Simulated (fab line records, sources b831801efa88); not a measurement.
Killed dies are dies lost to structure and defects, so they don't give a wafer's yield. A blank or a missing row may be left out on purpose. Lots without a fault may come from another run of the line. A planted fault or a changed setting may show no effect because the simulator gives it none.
A struck lot beside a sound one | flow sky130 | 35 steps out of a route of 708
Sound: wafers L656.1, L656.4, L656.5. Struck: wafer L676.5. (L676.2 of the same lot was not struck and is left out.) The cause comes at the end.
At each step with rows: each side's tool, then ch and its chambers, then its first start. Under that, the readings that differ: sound wafers | struck wafers | difference of the means | sigmas: that difference in standard deviations of wafers without a fault.
alike: readings whose means differ by less than 2 such deviations, and words and numbers that are the same on both sides. not compared: withheld readings, readings that some wafer has no value for, bounds like >300 that may hide the same value, and numbers for which the record gives no deviation and whose values overlap.
The two part at a step that has a row with sigmas, a row that says differs or no value, or rows on one side only. Numbers that don't overlap but have no deviation are shown without sigmas and don't part them. A reading that every wafer of one side lacks parts them only if that side has two wafers or more.

SKY_LOCAL_INTERCONNECT_RS_MEAS_01: measures by four-point-probe.
  sound on film_metro-04, day 28 23:05; struck on film_metro-01, day 36 17:38
  alike: LOCAL_INTERCONNECT_TIN_RS
SKY_LOCAL_INTERCONNECT_THK_MEAS_02: measures by xrf.
  sound on film_metro-04, day 28 23:13; struck on film_metro-01, day 36 17:44
  alike: LOCAL_INTERCONNECT_TIN_THK
then, 8 steps without rows for these wafers: SKY_LOCAL_INTERCONNECT_DEHYDRATE_03 (time 60 s); SKY_LOCAL_INTERCONNECT_HMDS_04 (prime time 60 s); SKY_LOCAL_INTERCONNECT_COAT_05 (resist thk 60 nm); SKY_LOCAL_INTERCONNECT_COAT_06 (resist thk 450 nm); SKY_LOCAL_INTERCONNECT_SOFTBAKE_07 (time 90 s); SKY_LOCAL_INTERCONNECT_EXPOSE_08 (exposes mask LI1M, target cd 170 nm); SKY_LOCAL_INTERCONNECT_PEB_09; SKY_LOCAL_INTERCONNECT_DEVELOP_10 (develop time 60 s).
SKY_LOCAL_INTERCONNECT_CD_MEAS_11: target cd 170 nm.
  sound on cd_sem-02, day 30 01:50; struck on cd_sem-02, day 37 19:16
  alike: cd_nm
SKY_LOCAL_INTERCONNECT_OVL_MEAS_12:
  sound on overlay-02, day 30 01:57; struck on overlay-02, day 37 19:22
  reading                     | sound   | struck | difference | sigmas
  LOCAL_INTERCONNECT_OVL (nm) | 4 -6 -4 | 11     | +13        | +2
SKY_LOCAL_INTERCONNECT_ETCH_13: etches BARC in N2/H2, stops on SiO2, time 45.9 s, target depth 60 nm.
  sound on rie_metal-01 ch 0, day 30 01:59; struck on rie_metal-01 ch 1, day 37 19:24
  reading                                                   | sound             | struck | difference | sigmas
  oes_product_au (a.u.)                                     | 0.856 0.852 0.851 | 0.810  | -0.043     | -9
  model.KrF-thick_of_LOCAL_INTERCONNECT_COAT_06.thk_nm (nm) | 393.6 394.3 395.1 | 404.9  | +10.6      |
  model.etch.depth_nm (nm)                                  | 59.99 60.16 60.15 | 53.51  | -6.59      |
  alike: drypump_motor_current_A, throttle_valve_pct
  not compared: rf_hours_counter_h
SKY_LOCAL_INTERCONNECT_METAL_ETCH_14: etches TiN in Cl2/BCl3, stops on PSG, target depth 110 nm, time 31.4 s.
  sound on rie_metal-01 ch 0, day 30 02:04; struck on rie_metal-01 ch 1, day 37 19:28
  reading                                                   | sound                | struck | difference | sigmas
  oes_product_au (a.u.)                                     | 0.952 0.938 0.941    | 0.371  | -0.573     | -65
  throttle_valve_pct (%)                                    | 21.900 21.899 21.888 | 22.262 | +0.366     | +38
  model.KrF-thick_of_LOCAL_INTERCONNECT_COAT_06.thk_nm (nm) | 351 351.7 352        | 360.8  | +9.2       |
  alike: drypump_motor_current_A
  not compared: rf_hours_counter_h
SKY_LOCAL_INTERCONNECT_STRIP_15: strips in O2/N2.
  sound on plasma_asher-04 ch 0,1, day 30 02:08; struck on plasma_asher-01 ch 0, day 37 19:31
  reading                      | sound             | struck | difference | sigmas
  strip_time_to_endpoint_s (s) | 4.755 4.770 4.751 | 4.853  | +0.094     | +5
  alike: drypump_motor_current_A, oes_product_au
  not compared: rf_hours_counter_h
then, 3 steps without rows for these wafers: SKY_LOCAL_INTERCONNECT_STRIP_16 (strips in post etch residue remover, time 1200 s); SKY_LOCAL_INTERCONNECT_CLEAN_17 (cleans in IPA, time 180 s); SKY_LOCAL_INTERCONNECT_CLEAN_18 (cleans in O3/DIW).
SKY_CONTACT_CVD_00: deposits Si3N4, target thk 75 nm.
  sound on pecvd-03 ch 0,2, day 30 02:44; struck on pecvd-02 ch 2, day 37 20:07
  reading            | sound       | struck | difference | sigmas
  heater_power_w (W) | 695 771 717 | 901    | +173       | +2
SKY_CONTACT_THK_MEAS_01:
  sound on film_metro-02, day 30 02:46; struck on film_metro-03, day 37 20:09
  alike: CONTACT_CVD_00_THK
then, 1 step without rows for these wafers: SKY_CONTACT_HDPCVD_02 (deposits SiO2, target thk 565 nm, time 94.2 s).
SKY_CONTACT_THK_MEAS_03:
  sound on film_metro-02, day 30 02:54; struck on film_metro-04, day 37 20:17
  alike: CONTACT_HDPCVD_THK
SKY_CONTACT_CMP_04: polishes SiO2.
  sound on cmp-02 ch 0,2,3, day 30 03:01; struck on cmp-01 ch 0, day 37 20:27
  alike: motor_current_A, time_to_endpoint_s
SKY_CONTACT_BOW_MEAS_05:
  sound on film_metro-03, day 30 03:16; struck on film_metro-04, day 37 20:40
  alike: CONTACT_BOW
then, 8 steps without rows for these wafers: SKY_CONTACT_DEHYDRATE_06 (time 60 s); SKY_CONTACT_HMDS_07 (prime time 60 s); SKY_CONTACT_COAT_08 (resist thk 60 nm); SKY_CONTACT_COAT_09 (resist thk 450 nm); SKY_CONTACT_SOFTBAKE_10 (time 90 s); SKY_CONTACT_EXPOSE_11 (exposes mask CTM1, target cd 170 nm); SKY_CONTACT_PEB_12; SKY_CONTACT_DEVELOP_13 (develop time 60 s).
SKY_CONTACT_CD_MEAS_14: target cd 170 nm.
  sound on cd_sem-01, day 31 06:41; struck on cd_sem-01, day 38 22:10
  not compared: cd_nm
SKY_CONTACT_OVL_MEAS_15:
  sound on overlay-01, day 31 06:49; struck on overlay-02, day 38 22:16
  not compared: CONTACT_OVL
SKY_CONTACT_ETCH_16: etches BARC in N2/H2, stops on SiO2, time 45.9 s, target depth 60 nm.
  sound on rie_diel-02 ch 0,3, day 31 06:51; struck on rie_diel-01 ch 3, day 38 22:18
  alike: drypump_motor_current_A, oes_product_au, throttle_valve_pct
  not compared: rf_hours_counter_h

WHERE THEY PART
First at SKY_LOCAL_INTERCONNECT_OVL_MEAS_12; last, within this record, at SKY_CONTACT_CVD_00. Later steps at which nothing parts them and some readings are alike: SKY_CONTACT_THK_MEAS_01, SKY_CONTACT_THK_MEAS_03, SKY_CONTACT_CMP_04, SKY_CONTACT_BOW_MEAS_05, SKY_CONTACT_ETCH_16.

WHY: what the simulator had put in
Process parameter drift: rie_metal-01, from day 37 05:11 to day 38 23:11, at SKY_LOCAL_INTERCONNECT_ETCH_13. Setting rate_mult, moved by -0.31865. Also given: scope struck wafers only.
